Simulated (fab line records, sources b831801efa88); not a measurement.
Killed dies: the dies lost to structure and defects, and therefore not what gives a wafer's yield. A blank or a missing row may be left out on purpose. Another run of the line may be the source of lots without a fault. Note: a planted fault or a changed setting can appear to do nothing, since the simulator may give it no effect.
fab line records	flow gf180mcu
record: lots: 6	wafers: 18	last-day: 30
route steps=602 shown VT_IMPLANT@108
lots that met no fault: taken from a fault-free run of the same line
start-h: start of the lot's first displayed wafer, in hours after the record's first day	wait-h: how many hours have passed since the lot's step before this one	" repeats the value in the row above	L1.1+2: several wafers, shown together as one row	- no value, or no start given	* or withheld: withheld	< > ~ a bound
route shown NAME@n: NAME is a module with steps in the file, n the number in the route of the first one	usual: average and standard deviation across the fault-free wafers	same: alike in all rows	chamber/n: place in a boat	sites: readings site by site	_std_site: the values' standard deviation	_edge_site: the outer-site mean with the inner-site mean subtracted	radius-mm: for every site, how far away it sits from the centre of the wafer	mask NAME#n: copy n	behind: tool/chamber where the wafer was last shaped	hold: the reason the lot was held/the length of the hold in hours/how it ended	device: names the non-switching transistor (n, p or np)	end of line: the tests these same wafers got at the end of their route	for a step that has no rows: nothing shown but its recipe	killed: not the wafer's yield, but the dies lost to structure and defects at the first sort	map: dies across one wafer; x = killed, . = not, _ = none there
set.NAME: the setting the step ran with; set.NAME@STEP: the setting that earlier step ran with	model.NAME: the simulator's own value behind a step, which no gauge read
certain route steps with their lots: each step a table, each wafer a row
services: when a tool's chamber went out of use (start-h, in hours from the record's first day, below 0 if earlier), for how many hours, and the reason
== steps ==
step: GF_VT_IMPLANT_OVL_MEAS_18
usual: VT_IMPLANT_01_OVL: -0.2/1.6
lot.wafer	tool	chamber	start-h	wait-h	VT_IMPLANT_01_OVL[nm]
L528.1	overlay-01	-	133.79	0.1	0.7
L528.2	"	-	"	"	1.4
L528.3	"	-	"	"	-0.3
L531.2	overlay-01	-	155.76	0.1	-0.6
L531.3	"	-	"	"	0.0
L531.6	"	-	"	"	0.1
L532.2	overlay-01	-	158.53	0.1	0.5
L532.4	"	-	"	"	-0.2
L532.5	"	-	"	"	0.5
L534.1	overlay-02	-	168.09	0.1	1.0
L534.4	"	-	"	"	1.6
L534.6	"	-	"	"	-0.4
L541.2	overlay-02	-	214.45	0.1	1.1
L541.5	"	-	"	"	0.3
L541.6	"	-	"	"	0.4
L542.1	overlay-01	-	221.30	0.1	-0.4
L542.5	"	-	"	"	-0.7
L542.6	"	-	"	"	1.0
step: GF_VT_IMPLANT_IMPLANT_19
recipe: species: As	energy-kev: 100	dose-cm2: 4.35e+12	tilt-deg: 7
step: GF_VT_IMPLANT_STRIP_20
recipe: chemistry: O2/N2	power-w: 1400	pressure-mtorr: 1500	platen-temp-c: 250	o2-flow-sccm: 3000	n2-flow-sccm: 300	overash-fraction: 0.5
usual: drypump-motor-current-A: 5.76/0.24	heater-power-w: 329/35	oes-product-au: 0.717/0.0047	strip-time-to-endpoint-s: 12.61/0.032
lot.wafer	tool	chamber	start-h	wait-h	drypump-motor-current-A	heater-power-w	oes-product-au	rf-hours-counter-h	strip-time-to-endpoint-s
L528.1	plasma-asher-03	0	133.98	0.1	5.75	283	0.720	48	12.60
L528.2	"	1	"	"	5.44	347	0.716	48	12.64
L528.3	"	0	"	"	5.75	293	0.716	-	12.62
L531.2	plasma-asher-01	0	155.94	0.1	5.78	286	0.716	4	12.63
L531.3	"	1	"	"	5.59	393	0.714	-	12.69
L531.6	"	0	"	"	5.75	290	0.706	-	12.64
L532.2	plasma-asher-03	1	158.71	0.1	5.41	356	0.721	51	12.62
L532.4	"	0	"	"	5.75	288	0.720	-	12.60
L532.5	"	1	"	"	5.42	348	0.721	-	12.62
L534.1	plasma-asher-03	0	168.28	0.1	5.73	286	0.714	51	12.63
L534.4	"	0	"	"	5.75	292	0.730	-	12.61
L534.6	"	1	"	"	5.39	354	0.715	-	12.62
L541.2	plasma-asher-03	1	214.63	0.1	5.42	346	0.719	56	12.67
L541.5	"	1	"	"	5.41	339	0.722	-	12.67
L541.6	"	0	"	"	5.77	284	0.723	-	12.64
L542.1	plasma-asher-01	0	221.49	0.1	5.76	285	0.709	11	12.59
L542.5	"	1	"	"	5.60	388	0.720	-	12.55
L542.6	"	0	"	"	5.76	287	0.730	-	12.58
step: GF_VT_IMPLANT_TW_MEAS_21
usual: VT_IMPLANT_2_TW: 1211/11
lot.wafer	tool	chamber	start-h	wait-h	VT_IMPLANT_2_TW
L528.1	film-metro-03	-	134.08	0.1	1208
L528.2	"	-	"	"	1210
L528.3	"	-	"	"	1204
L531.2	film-metro-04	-	156.05	0.1	1210
L531.3	"	-	"	"	1212
L531.6	"	-	"	"	1204
L532.2	film-metro-04	-	158.82	0.1	1211
L532.4	"	-	"	"	1208
L532.5	"	-	"	"	1208
L534.1	film-metro-01	-	168.38	0.1	1223
L534.4	"	-	"	"	1225
L534.6	"	-	"	"	1221
L541.2	film-metro-01	-	214.74	0.1	1226
L541.5	"	-	"	"	1224
L541.6	"	-	"	"	1225
L542.1	film-metro-04	-	221.59	0.1	1205
L542.5	"	-	"	"	1204
L542.6	"	-	"	"	1205
step: GF_VT_IMPLANT_DEHYDRATE_22
recipe: temp-c: 200	time-s: 60
step: GF_VT_IMPLANT_HMDS_23
recipe: prime-time-s: 60	prime-temp-c: 120
step: GF_VT_IMPLANT_COAT_24
recipe: resist: NOVOLAK	spin-rpm: 3000	resist-thk-nm: 1000
step: GF_VT_IMPLANT_SOFTBAKE_25
recipe: temp-c: 90	time-s: 60	resist: NOVOLAK
step: GF_VT_IMPLANT_EXPOSE_26
recipe: mask-id: LVPWELL_HV_AREA	target-cd-nm: 860	na: 0.6	source-shape: conventional	sigma-outer: 0.6	dose-mj: 140
step: GF_VT_IMPLANT_PEB_27
recipe: temp-c: withheld	time-s: *	resist: NOVOLAK
step: GF_VT_IMPLANT_DEVELOP_28
recipe: develop-time-s: 60	dev-temp-c: 24.03
step: GF_VT_IMPLANT_OVL_MEAS_29
usual: VT_IMPLANT_02_OVL: -1.5/1.6
lot.wafer	tool	chamber	start-h	wait-h	VT_IMPLANT_02_OVL[nm]
L528.1	overlay-01	-	149.00	0.1	-2.6
L528.2	"	-	"	"	-2.9
L528.3	"	-	"	"	-2.5
L531.2	overlay-02	-	171.95	0.1	-1.2
L531.3	"	-	"	"	-0.3
L531.6	"	-	"	"	-0.7
L532.2	overlay-02	-	174.52	0.1	-0.5
L532.4	"	-	"	"	-2.0
L532.5	"	-	"	"	-1.3
L534.1	overlay-02	-	184.13	0.1	-1.0
L534.4	"	-	"	"	-0.9
L534.6	"	-	"	"	0.5
L541.2	overlay-02	-	232.45	0.1	1.8
L541.5	"	-	"	"	-0.7
L541.6	"	-	"	"	0.4
L542.1	overlay-01	-	239.85	0.1	-1.7
L542.5	"	-	"	"	-2.9
L542.6	"	-	"	"	-1.3
step: GF_VT_IMPLANT_IMPLANT_30
recipe: species: B	energy-kev: 25	dose-cm2: 2.534e+12	tilt-deg: 7
usual: implant-ion-amu: 11/0
lot.wafer	tool	chamber	start-h	wait-h	implant-ion-amu	model.implant.rp-nm	model.implant.drp-nm
L528.1	implanter-04	0	149.04	0.0	11	82.89	35.62
L528.2	"	0	"	"	11	82.89	35.62
L528.3	"	0	"	"	11	82.89	35.62
L531.2	implanter-02	0	172.00	0.0	11	77.64	35.62
L531.3	"	0	"	"	11	77.64	35.62
L531.6	"	0	"	"	11	77.64	35.62
L532.2	implanter-03	0	174.57	0.0	11	84.27	35.62
L532.4	"	0	"	"	11	84.27	35.62
L532.5	"	0	"	"	11	84.27	35.62
L534.1	implanter-03	0	184.16	0.0	11	82.31	35.62
L534.4	"	0	"	"	11	82.31	35.62
L534.6	"	0	"	"	11	82.31	35.62
L541.2	implanter-03	0	232.50	0.0	31	32.09	14.84
L541.5	"	0	"	"	31	32.09	14.84
L541.6	"	0	"	"	31	32.09	14.84
L542.1	implanter-04	0	239.89	0.0	31	33.63	14.84
L542.5	"	0	"	"	31	33.63	14.84
L542.6	"	0	"	"	31	33.63	14.84
step: GF_VT_IMPLANT_STRIP_31
recipe: chemistry: O2/N2	power-w: 1400	pressure-mtorr: 1500	platen-temp-c: 250	o2-flow-sccm: 3000	n2-flow-sccm: 300	overash-fraction: 0.5
usual: drypump-motor-current-A: 5.72/0.23	heater-power-w: 327/36	oes-product-au: 0.716/0.0047	strip-time-to-endpoint-s: 12.61/0.039
lot.wafer	tool	chamber	start-h	wait-h	drypump-motor-current-A	heater-power-w	oes-product-au	rf-hours-counter-h	strip-time-to-endpoint-s
L528.1	plasma-asher-01	0	149.19	0.1	5.71	288	0.715	3	12.60
L528.2	"	1	"	"	5.58	392	0.709	3	12.59
L528.3	"	1	"	"	5.60	393	0.716	-	12.61
L531.2	plasma-asher-03	1	172.13	0.1	5.41	349	0.726	52	12.59
L531.3	"	1	"	"	5.42	348	0.714	-	12.61
L531.6	"	1	"	"	5.43	355	0.713	-	12.59
L532.2	plasma-asher-03	1	174.70	0.1	5.42	343	0.720	52	12.57
L532.4	"	1	"	"	5.43	347	0.712	-	12.59
L532.5	"	1	"	"	5.42	355	0.719	-	12.59
L534.1	plasma-asher-01	1	184.31	0.1	5.62	400	0.718	7	12.60
L534.4	"	0	"	"	5.73	292	0.718	-	12.58
L534.6	"	1	"	"	5.60	383	0.712	-	12.60
L541.2	plasma-asher-03	0	232.63	0.1	5.74	291	0.710	58	12.68
L541.5	"	1	"	"	5.42	354	0.715	-	12.63
L541.6	"	0	"	"	5.75	291	0.723	-	12.66
L542.1	plasma-asher-03	1	240.04	0.1	5.42	347	0.713	59	12.56
L542.5	"	1	"	"	5.40	355	0.717	-	12.52
L542.6	"	0	"	"	5.74	294	0.708	-	12.57
step: GF_VT_IMPLANT_TW_MEAS_32
usual: VT_IMPLANT_3_TW: 269.1/2.7
lot.wafer	tool	chamber	start-h	wait-h	hold	VT_IMPLANT_3_TW
L528.1	film-metro-01	-	149.29	0.1	-	272.0
L528.2	"	-	"	"	-	272.1
L528.3	"	-	"	"	-	272.8
L531.2	film-metro-01	-	172.24	0.1	-	271.8
L531.3	"	-	"	"	-	271.8
L531.6	"	-	"	"	-	270.4
L532.2	film-metro-01	-	174.81	0.1	-	271.4
L532.4	"	-	"	"	-	270.3
L532.5	"	-	"	"	-	271.5
L534.1	film-metro-01	-	184.41	0.1	-	271.9
L534.4	"	-	"	"	-	271.4
L534.6	"	-	"	"	-	271.0
L541.2	film-metro-03	-	232.74	0.1	await-dispo/0.2h/release	519.0
L541.5	"	-	"	"	await-dispo/0.2h/release	518.8
L541.6	"	-	"	"	await-dispo/0.2h/release	520.6
L541.2	film-metro-03	-	232.97	0.2	-	516.8
L541.5	"	-	"	"	-	516.2
L541.6	"	-	"	"	-	515.1
L542.1	film-metro-04	-	240.14	0.1	await-dispo/0.2h/release	516.1
L542.5	"	-	"	"	await-dispo/0.2h/release	516.1
L542.6	"	-	"	"	await-dispo/0.2h/release	514.8
L542.1	film-metro-04	-	240.37	0.2	-	514.1
L542.5	"	-	"	"	-	514.6
L542.6	"	-	"	"	-	513.1
== services ==
tool	chamber	start-h	hours	kind
implanter-03	-	115.24	1.8	repair
plasma-asher-01	0	117.75	-	clean
plasma-asher-01	1	117.75	-	clean
implanter-04	-	118.42	1.2	repair
implanter-03	-	135.40	0.8	repair
implanter-03	-	144.76	2.1	repair
implanter-04	-	165.30	5.5	pm
implanter-04	-	171.21	5.6	repair
implanter-04	-	189.08	9.9	repair
implanter-02	-	236.89	3.7	repair
== key ==
first-sign: step: GF_VT_IMPLANT_IMPLANT_30	reading: implant-ion-amu	direction: up	sigmas: 99+	usual: 11	struck: 31
effect: step: GF_VT_IMPLANT_TW_MEAS_32	reading: visit	direction: added
effect: step: GF_VT_IMPLANT_TW_MEAS_32	reading: VT_IMPLANT_3_TW	direction: up	sigmas: 93	usual: 269.1	struck: 517.6
model-effect: step: GF_VT_IMPLANT_IMPLANT_30	value: implant.rp-nm	without: 83.37	struck: 32.86
met-at GF_VT_IMPLANT_IMPLANT_30
struck-wafers L541.2,L541.5,L541.6,L542.1,L542.5,L542.6
scrapped-behind GF_VT_IMPLANT_TW_MEAS_32 L541.2,L541.5,L541.6,L542.1,L542.5,L542.6
onset-between 184.16 232.50
fault: kind: wrong-recipe-download	tool: implanter-02,implanter-03,implanter-04	chamber: -	onset-h: 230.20	steps: GF_VT_IMPLANT_IMPLANT_30	wrong-recipe.not-listed: 1
